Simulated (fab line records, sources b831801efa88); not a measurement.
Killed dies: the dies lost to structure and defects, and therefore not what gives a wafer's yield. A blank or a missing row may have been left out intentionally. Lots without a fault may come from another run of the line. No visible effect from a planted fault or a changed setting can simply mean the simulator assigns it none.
A struck lot beside a sound one -- flow sky130 -- 14 out of 708 route steps
Sound: these wafers, L112.1, L112.2, L112.6. Wafers struck: L122.1, L122.4, L122.5. The cause comes at the end.
Order at every step that has rows: each side's tool, ch and its chambers, its first start. Under that, the readings that differ: sound wafers -- struck wafers -- difference of the means -- sigmas: that difference in standard deviations of wafers without a fault.
alike: same words and numbers on both sides, and readings whose means sit less than 2 such deviations apart. not compared: any withheld reading, any reading some wafer has no value for, any bound like >300 that may hide the same value, and any number with overlapping values for which the record gives no deviation.
A row with sigmas, a row that says differs or no value, or rows on one side alone: a step with any of these is where the two part. Numbers that don't overlap but have no deviation are shown without sigmas and don't part them. Lack of a reading on every wafer of one side parts them only where that side has two or more wafers.

first, 3 steps without rows for these wafers: SKY_METAL1_CLEAN_22 (cleans in IPA, time 180 s); SKY_METAL1_CLEAN_23 (cleans in O3/DIW); SKY_VIA1_HDPCVD_00 (deposits SiO2, target thk 1030 nm, time 171.7 s).
SKY_VIA1_THK_MEAS_01:
  sound on film-metro-04, day 33 00:23; struck on film-metro-04, day 36 04:53
  alike: VIA1_HDPCVD_THK
SKY_VIA1_CMP_02: polishes SiO2.
  sound on cmp-01 ch 0,1,3, day 33 00:33; struck on cmp-02 ch 0,1, day 36 04:57
  alike: motor-current-A
SKY_VIA1_BOW_MEAS_03:
  sound on film-metro-02, day 33 00:45; struck on film-metro-04, day 36 05:15
  alike: VIA1_BOW
then, 4 steps without rows for these wafers: SKY_VIA1_DEHYDRATE_04 (time 60 s); SKY_VIA1_HMDS_05 (prime time 60 s); SKY_VIA1_COAT_06 (resist thk 60 nm); SKY_VIA1_COAT_07 (resist thk 450 nm).
SKY_VIA1_SOFTBAKE_08: time 92.52 s.
  sound on litho-track-04 ch 0; struck on litho-track-04 ch 0
  alike: plate-sensor-t-centre-C, plate-sensor-t-edge-C
then, 1 step without rows for these wafers: SKY_VIA1_EXPOSE_09 (exposes mask VIM, target cd 150 nm).
SKY_VIA1_PEB_10:
  sound on litho-track-02 ch 0, day 34 02:00; struck on litho-track-02, day 37 06:00
reading,sound,struck,difference,sigmas
exhaust-pa (Pa),44.2 44.2 45.3,- - -,no value on the struck wafers,
  not compared: chill-plate-temp-C
then, 1 step without rows for these wafers: SKY_VIA1_DEVELOP_11 (develop time 60 s).

== WHERE THEY PART ==
Only at SKY_VIA1_PEB_10, within this record.

WHY: the cause the simulator had injected
Whole step skipped at SKY_VIA1_PEB_10 on litho-track-02, starting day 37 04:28. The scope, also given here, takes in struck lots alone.
